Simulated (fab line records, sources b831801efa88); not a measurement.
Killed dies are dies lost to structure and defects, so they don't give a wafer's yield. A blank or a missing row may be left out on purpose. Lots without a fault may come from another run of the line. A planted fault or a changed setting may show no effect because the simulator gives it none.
Split-lot experiment | flow sky130 | 5 lots, 23 wafers read, on a route of 708 steps

THE SPLIT
At SKY_LI_CONTACT_CVD_21 (deposits W, target thk 400 nm, time 120.56 s), the setting temp_c was moved away from the recipe's 400 C on 9 of the 23 wafers read, by -2.2% to -1.0%. The other wafers ran this setting at the recipe's value.

FROM THE SPLIT TO THE READING: what the file shows between them, 1 step
- SKY_LI_CONTACT_RS_MEAS_22: measures by four-point-probe

THE READING
LI_CONTACT_W_THK, in nm, at SKY_LI_CONTACT_THK_MEAS_23 (measures by xrf). Fault-free wafers of this fab line usually give 407 nm, standard deviation 7.2 nm.

wafer  | tool, chamber at the split | temp_c as run, C | against the recipe | LI_CONTACT_W_THK, nm | against lot-mates on the recipe
L074.1 | cvd_w-02, 1                | 400              | recipe             | 411                  | -
L074.3 | cvd_w-02, 1                | 393.6            | -1.6%              | 368                  | -45
L074.4 | cvd_w-02, 0                | 393.6            | -1.6%              | 362                  | -51
L074.5 | cvd_w-02, 1                | 400              | recipe             | 415                  | -
L074.6 | cvd_w-02, 0                | 393.6            | -1.6%              | 360                  | -53
L076.2 | cvd_w-01, 0                | 400              | recipe             | 397                  | -
L076.4 | cvd_w-01, 1                | 400              | recipe             | 406                  | -
L076.6 | cvd_w-01, 0                | 400              | recipe             | 395                  | -
L077.1 | cvd_w-01, 1                | 400              | recipe             | 416                  | -
L077.2 | cvd_w-01, 0                | 400              | recipe             | 403                  | -
L077.3 | cvd_w-01, 1                | 400              | recipe             | 410                  | -
L077.4 | cvd_w-01, 0                | 400              | recipe             | 402                  | -
L077.6 | cvd_w-01, 1                | 400              | recipe             | 416                  | -
L079.1 | cvd_w-02, 0                | 400              | recipe             | 404                  | -
L079.2 | cvd_w-02, 1                | 400              | recipe             | 411                  | -
L079.3 | cvd_w-02, 0                | 395.9            | -1.0%              | 369                  | -38
L079.4 | cvd_w-02, 1                | 395.9            | -1.0%              | 376                  | -32
L079.5 | cvd_w-02, 0                | 395.9            | -1.0%              | 370                  | -38
L084.2 | cvd_w-01, 1                | 400              | recipe             | 418                  | -
L084.3 | cvd_w-01, 0                | 391.4            | -2.2%              | 345                  | -69
L084.4 | cvd_w-01, 1                | 400              | recipe             | 410                  | -
L084.5 | cvd_w-01, 0                | 391.4            | -2.2%              | 346                  | -68
L084.6 | cvd_w-01, 1                | 391.4            | -2.2%              | 356                  | -58

THE FIT
A straight line over all 23 wafers: LI_CONTACT_W_THK changes by +28.3 nm for each +1% of temp_c; r = +0.96; the points scatter about the line by 6.8 nm.
The same after taking each lot's own level away (the mean of its wafers on the recipe; 23 wafers): +30.8 nm for each +1%; r = +0.98; scatter 4.9 nm.
On that fit, the largest move of temp_c shifts the reading by 66 nm.
The lots' own levels span 399.3 to 414.0 nm, that is 2.0 times the standard deviation above.
So the lot-to-lot level changes the slope little: the two slopes agree.
Check: with one of the wafers moved furthest among these (-2.2%) left out of the fit, the line predicts -66.2 nm for it against its lot-mates. It came out at -69 nm against them.

OTHER SPLITS ON THESE WAFERS
These wafers also went through other splits before the reading. Each is held against what the fit with the lots' levels taken away leaves over:
other split on the same wafers          | wafers away from the commonest value | r with LI_CONTACT_W_THK (lot level and that fit taken away)
SKY_SD_P_COAT_02 resist_thk_nm          | 9                                    | -0.12
SKY_RES_XHIGH_COAT_02 resist_thk_nm     | 4                                    | -0.17
SKY_RES_XHIGH_EXPOSE_04 dose_mj         | 4                                    | +0.15
SKY_SD_N_SOFTBAKE_03 temp_c             | 12                                   | -0.09
SKY_SD_N_IMPLANT_10 energy_kev          | 10                                   | -0.06
SKY_LI_CONTACT_HDPCVD_00 sih4_flow_sccm | 9                                    | -0.03

THE WHOLE CHAIN: every reading that the file lists as answering this split, in the file's order
step                       | what it does                                 | reading                                                                        | change (the file's fit)              | r (the file's)
SKY_LI_CONTACT_CVD_21      | deposits W, target thk 400 nm, time 120.56 s | W_of_LI_CONTACT_CVD_21.thk_nm (the simulator's own value, which no gauge read) | +29.9 nm for each +1% of the setting | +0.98
SKY_LI_CONTACT_RS_MEAS_22  | measures by four-point-probe                 | LI_CONTACT_W_RS                                                                | -0.0241 for each +1% of the setting  | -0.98
SKY_LI_CONTACT_THK_MEAS_23 | measures by xrf                              | LI_CONTACT_W_THK                                                               | +31.1 for each +1% of the setting    | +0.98

THE FILE'S OWN FIT
LI_CONTACT_W_THK changes by +31.1 nm for each +1% of temp_c, r = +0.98.
